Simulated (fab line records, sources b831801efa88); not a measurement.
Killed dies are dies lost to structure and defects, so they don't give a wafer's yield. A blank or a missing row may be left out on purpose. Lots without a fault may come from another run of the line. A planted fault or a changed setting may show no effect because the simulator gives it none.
A struck lot beside a sound one | flow gf180mcu | 29 steps out of a route of 602
Sound: wafers L874.1, L874.2, L874.3. Struck: wafer L883.6. (L883.4, L883.5 of the same lot were not struck and are left out.) The cause comes at the end.
At each step with rows: each side's tool, then ch and its chambers, then its first start. Under that, the readings that differ: sound wafers | struck wafers | difference of the means | sigmas: that difference in standard deviations of wafers without a fault.
alike: readings whose means differ by less than 2 such deviations, and words and numbers that are the same on both sides. not compared: withheld readings, readings that some wafer has no value for, bounds like >300 that may hide the same value, and numbers for which the record gives no deviation and whose values overlap.
The two part at a step that has a row with sigmas, a row that says differs or no value, or rows on one side only. Numbers that don't overlap but have no deviation are shown without sigmas and don't part them. A reading that every wafer of one side lacks parts them only if that side has two wafers or more.

first, 4 steps without rows for these wafers: GF_V5_STRIP_19 (strips in post etch residue remover, time 1200 s); GF_V5_CLEAN_20 (cleans in DIW); GF_V5_SPUTTER_21 (material Ti, target thk 15 nm, time 80.02 s); GF_V5_SPUTTER_22 (material TiN, target thk 10 nm, time 40 s).
GF_V5_CVD_23: deposits W, target thk 350 nm, time 104.9 s.
  sound on cvd_w-01 ch 0,1, day 28 07:17; struck on cvd_w-02 ch 1, day 31 04:08
  alike: heater_power_w, susceptor_temp_C
GF_V5_RS_MEAS_24: measures by four-point-probe.
  sound on film_metro-04, day 28 07:24; struck on film_metro-02, day 31 04:16
  alike: V5_W_RS
GF_V5_THK_MEAS_25: measures by xrf.
  sound on film_metro-04, day 28 07:31; struck on film_metro-02, day 31 04:21
  alike: V5_W_THK
GF_V5_CMP_26: polishes, stops on SiO2, t overpolish 15 s, target thk 0 nm.
  sound on cmp-02 ch 0,2,3, day 28 07:38; struck on cmp-02 ch 3, day 31 04:32
  alike: motor_current_A, overpolish_run_s, time_to_endpoint_s
GF_TOP_METAL_SPUTTER_00: material Ti, target thk 37.5 nm, time 150 s.
  sound on pvd_sputter-01, day 28 07:53; struck on pvd_sputter-01, day 31 04:47
  alike: cathode_dc_power_W, chamber_pressure_pa, throttle_valve_pct
then, 2 steps without rows for these wafers: GF_TOP_METAL_SPUTTER_01 (material TiN, target thk 30 nm, time 25 s); GF_TOP_METAL_SPUTTER_02 (material AlCu, target thk 900 nm, time 47.82 s).
GF_TOP_METAL_SPUTTER_03: material Ti, target thk 5 nm, time 3.3 s.
  sound on pvd_sputter-01, day 28 08:03; struck on pvd_sputter-01, day 31 04:58
  alike: cathode_dc_power_W, chamber_pressure_pa, throttle_valve_pct
GF_TOP_METAL_SPUTTER_04: material TiN, target thk 25 nm, time 20.8 s.
  sound on pvd_sputter-01, day 28 08:04; struck on pvd_sputter-01, day 31 04:59
  reading                                       | sound                | struck | difference | sigmas
  cathode_dc_power_W (W)                        | 6500.2 6498.9 6501.6 | 3396.5 | -3103.7    | -99 or more
  model.TiN_of_TOP_METAL_SPUTTER_04.thk_nm (nm) | 24.8 24.84 24.98     | 13.3   | -11.6      |
  alike: chamber_pressure_pa, throttle_valve_pct
GF_TOP_METAL_RS_MEAS_05: measures by four-point-probe.
  sound on film_metro-01, day 28 08:06; struck on film_metro-01, day 31 05:04
  alike: TOP_METAL_ALCU_RS
GF_TOP_METAL_THK_MEAS_06: measures by xrf.
  sound on film_metro-01, day 28 08:13; struck on film_metro-01, day 31 05:09
  alike: TOP_METAL_ALCU_THK
then, 7 steps without rows for these wafers: GF_TOP_METAL_DEHYDRATE_07 (time 60 s); GF_TOP_METAL_HMDS_08 (prime time 60 s); GF_TOP_METAL_COAT_09 (resist thk 1500 nm); GF_TOP_METAL_SOFTBAKE_10 (time 60 s); GF_TOP_METAL_EXPOSE_11 (exposes mask MetalTop, target cd 440 nm); GF_TOP_METAL_PEB_12; GF_TOP_METAL_DEVELOP_13 (develop time 60 s).
GF_TOP_METAL_CD_MEAS_14: target cd 440 nm.
  sound on cd_sem-01, day 29 03:25; struck on cd_sem-01, day 31 21:51
  alike: cd_nm
GF_TOP_METAL_OVL_MEAS_15:
  sound on overlay-01, day 29 03:32; struck on overlay-02, day 31 21:56
  alike: TOP_METAL_OVL
then, 1 step without rows for these wafers: GF_TOP_METAL_METAL_ETCH_16 (etches the open film in Cl2/BCl3, stops on SiO2, target depth 1197 nm, time 199.5 s).
GF_TOP_METAL_STRIP_17: strips in O2/N2.
  sound on plasma_asher-01 ch 0,1, day 29 03:46; struck on plasma_asher-04 ch 0, day 31 22:22
  alike: drypump_motor_current_A, heater_power_w, oes_product_au, strip_time_to_endpoint_s
  not compared: rf_hours_counter_h
GF_TOP_METAL_STRIP_18: strips in post etch residue remover, time 1200 s.
  sound on wet_bench-02 ch 2, day 29 03:52; struck on wet_bench-03 ch 3, day 31 22:26
  reading                                       | sound             | struck | difference | sigmas
  model.TiN_of_TOP_METAL_SPUTTER_04.thk_nm (nm) | 24.38 24.42 24.56 | 12.88  | -11.57     |
  alike: temp_c
then, 1 step without rows for these wafers: GF_TOP_METAL_CLEAN_19 (cleans in DIW).
GF_PASSIVATION_PROBE_99:
  the record has rows for the sound wafers here (prober-01, day 30 03:10) and none for the struck ones

WHERE THEY PART
First at GF_TOP_METAL_SPUTTER_04; last, within this record, at GF_PASSIVATION_PROBE_99.

WHY: what the simulator had put in
Process parameter drift: pvd_sputter-01, from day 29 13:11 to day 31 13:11, at GF_TOP_METAL_SPUTTER_04. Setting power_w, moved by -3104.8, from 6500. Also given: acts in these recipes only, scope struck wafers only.
